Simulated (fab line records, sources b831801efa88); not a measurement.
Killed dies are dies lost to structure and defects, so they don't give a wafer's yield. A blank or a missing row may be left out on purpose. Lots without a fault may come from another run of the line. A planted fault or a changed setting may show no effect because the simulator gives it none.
Which tool did it? | flow sky130 | 7 lots, 21 wafers sampled, at 3 steps of a route of 708

WHAT THE GAUGES READ, wafer by wafer
SKY_CAPM_OVL_MEAS_12.
lot  | measured     | on         | CAPM_OVL (nm)
L150 | day 38 06:08 | overlay-01 | -0.1 -0.3 0.4
L154 | day 40 09:04 | overlay-02 | -0.8 0.9 1.5
L156 | day 41 02:05 | overlay-01 | -0.6 -0.6 -0.9
L160 | day 41 23:05 | overlay-01 | -0.4 -2.1 -2.1
L164 | day 42 23:59 | overlay-01 | 1.3 0.1 0.8
L166 | day 43 05:41 | overlay-01 | 0.0 -0.8 -0.4
L170 | day 44 05:40 | overlay-02 | 0.5 -0.5 0.4

WHICH TOOL RAN EACH LOT (tool, then ch and the chambers of the sampled wafers, then the start)
lot  | SKY_VIA2_CVD_21               | SKY_VIA2_CMP_24
L150 | cvd_w-02 ch 0,1, day 37 04:38 | cmp-01 ch 2,3, day 37 04:57
L154 | cvd_w-02 ch 0,1, day 39 06:18 | cmp-01 ch 0,1,2, day 39 06:40
L156 | cvd_w-02 ch 0,1, day 40 01:18 | cmp-01 ch 1,2, day 40 01:37
L160 | cvd_w-01 ch 0,1, day 40 22:20 | cmp-02 ch 0,1,2, day 40 22:41
L164 | cvd_w-02 ch 0,1, day 41 22:41 | cmp-02 ch 0,1,2, day 41 23:00
L166 | cvd_w-01 ch 0, day 42 04:21   | cmp-01 ch 0,1,2, day 42 04:43
L170 | cvd_w-02 ch 0,1, day 43 05:39 | cmp-02 ch 0,1,2, day 43 06:18
- SKY_VIA2_CVD_21: deposits W, target thk 420 nm, time 126.4 s.
- SKY_VIA2_CMP_24: polishes, stops on SiO2, t overpolish 20 s, target thk 0 nm.

THE ANSWER, worked out from the rows above alone
Rule: what is usual is taken from the lots themselves. Put in order of their means at a reading, lots are off if they are a third of the lots or fewer, leave a main group of 4 or more, and stand apart from it by a gap of 3 or more times the standard deviation of the main group's means; of several such gaps the widest counts. A main group whose means are all the same, to the digits that the tables above print for the reading, isn't used. A lot without any number at a reading at which 4 lots or more have one is off too. The other lots that the step has rows for count as sound.
No lot is off at any reading shown: from this, nothing can be told.

WHAT THE SIMULATOR HAD PUT IN
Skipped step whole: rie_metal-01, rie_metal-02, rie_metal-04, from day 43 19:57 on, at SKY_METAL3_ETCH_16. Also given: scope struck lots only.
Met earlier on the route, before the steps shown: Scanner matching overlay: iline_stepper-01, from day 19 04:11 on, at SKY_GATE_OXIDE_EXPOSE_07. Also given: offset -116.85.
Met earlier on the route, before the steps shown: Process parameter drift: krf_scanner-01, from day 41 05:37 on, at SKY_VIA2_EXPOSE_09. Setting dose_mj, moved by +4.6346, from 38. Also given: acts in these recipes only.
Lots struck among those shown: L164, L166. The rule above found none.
